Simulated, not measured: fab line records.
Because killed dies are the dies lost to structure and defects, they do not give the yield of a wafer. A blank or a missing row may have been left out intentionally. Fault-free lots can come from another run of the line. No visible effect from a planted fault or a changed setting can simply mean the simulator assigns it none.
A lot that was struck, set against a sound lot -- flow gf180mcu -- 16 out of 602 route steps
Sound: wafers L180.1, L180.3, L180.4. Wafers L192.2, L192.4, L192.5 were the ones struck. The cause is given at the end.
For every step that has rows: the tool of each side, followed by ch and its chambers, followed by its first start. Under that, the readings that differ: sound wafers -- struck wafers -- difference of the means -- sigmas: that difference in standard deviations of wafers without a fault.
alike: words and numbers the same on both sides, and readings whose means are apart by under 2 such deviations; not compared: readings that were withheld, readings missing a value for some wafer, numbers with overlapping values and no deviation given by the record, and bounds like >300 which may hide the same value.
Wherever a step has rows on one side only, a row that says differs or no value, or a row with sigmas, the two part there. When numbers do not overlap yet have no deviation, they are printed without sigmas and do not part them. A reading that every wafer of one side lacks parts them only if that side has two wafers or more.

first, 6 steps without rows for these wafers: GF_M4_HMDS_08 (prime time 60 s); GF_M4_COAT_09 (resist thk 1000 nm); GF_M4_SOFTBAKE_10 (time 60 s); GF_M4_EXPOSE_11 (exposes mask Metal4, target cd 280 nm); GF_M4_PEB_12 (peb time 90 s); GF_M4_DEVELOP_13 (develop time 60 s).
GF_M4_CD_MEAS_14 targets a cd of 280 nm.
  struck on cdSem-02, day 28 15:29; sound on cdSem-02, day 24 09:10
  alike: cdNm
GF_M4_OVL_MEAS_15:
  struck on overlay-02, day 28 15:35; sound on overlay-01, day 24 09:17
  alike: M4_OVL
GF_M4_METAL_ETCH_16: etches the open film in Cl2/BCl3, stops on SiO2, target depth 627.5 nm, time 104.6 s.
  sound on rieMetal-04 ch 0,1, day 24 09:19; struck on rieMetal-04 ch 0,1, day 28 15:37
  alike: drypumpMotorCurrentA, oesProductAu, throttleValvePct
  not compared: rfHoursCounterH
GF_M4_STRIP_17: strips in O2/N2.
  sound on plasmaAsher-01 ch 0,1, day 24 09:26; struck on plasmaAsher-02 ch 0, day 28 15:43
  alike: drypumpMotorCurrentA, heaterPowerW, oesProductAu, stripTimeToEndpointS
  not compared: rfHoursCounterH
then, 2 steps without rows for these wafers: GF_M4_STRIP_18 (strips in post etch residue remover, time 1200 s); GF_M4_CLEAN_19 (cleans in DIW).
GF_V4_CVD_00: deposits SiO2, target thk 600 nm, time 100 s.
  sound on hdpcvd-02 ch 0,1,2, day 24 09:58; struck on hdpcvd-01 ch 0,1,2, day 28 16:16
reading,sound,struck,difference,sigmas
sih4FlowSccm (sccm),59.75 60.10 60.27,50.69 50.96 50.92,-9.18,-54
model.SiO2_of_V4_CVD_00.thkNm (nm),592.6 598.1 594.7,506.2 510.6 508.9,-86.6,
GF_V4_THK_MEAS_01:
  struck on filmMetro-04, day 28 16:21; sound on filmMetro-02, day 24 10:03
reading,sound,struck,difference,sigmas
V4_CVD_00_THK (nm),593 598 594,506 511 509,-86,-13
GF_V4_CVD_02: deposits SiO2 from TEOS, target thk 850 nm, time 94.851 s.
  sound on pecvd-03 ch 0,1, day 24 10:07; struck on pecvd-01 ch 0,2, day 28 16:24
  alike: heaterPowerW
following that, these wafers have no rows for 1 step: GF_PASSIVATION_PROBE_99.

WHERE THEY PART
First at GF_V4_CVD_00; last, within this record, at GF_V4_THK_MEAS_01. Later steps at which nothing parts them and some readings are alike: GF_V4_CVD_02.

WHY: what the simulator had put in
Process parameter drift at GF_V4_CVD_00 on hdpcvd-01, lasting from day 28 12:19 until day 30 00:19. The setting sih4FlowSccm was moved by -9, starting from 60. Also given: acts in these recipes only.
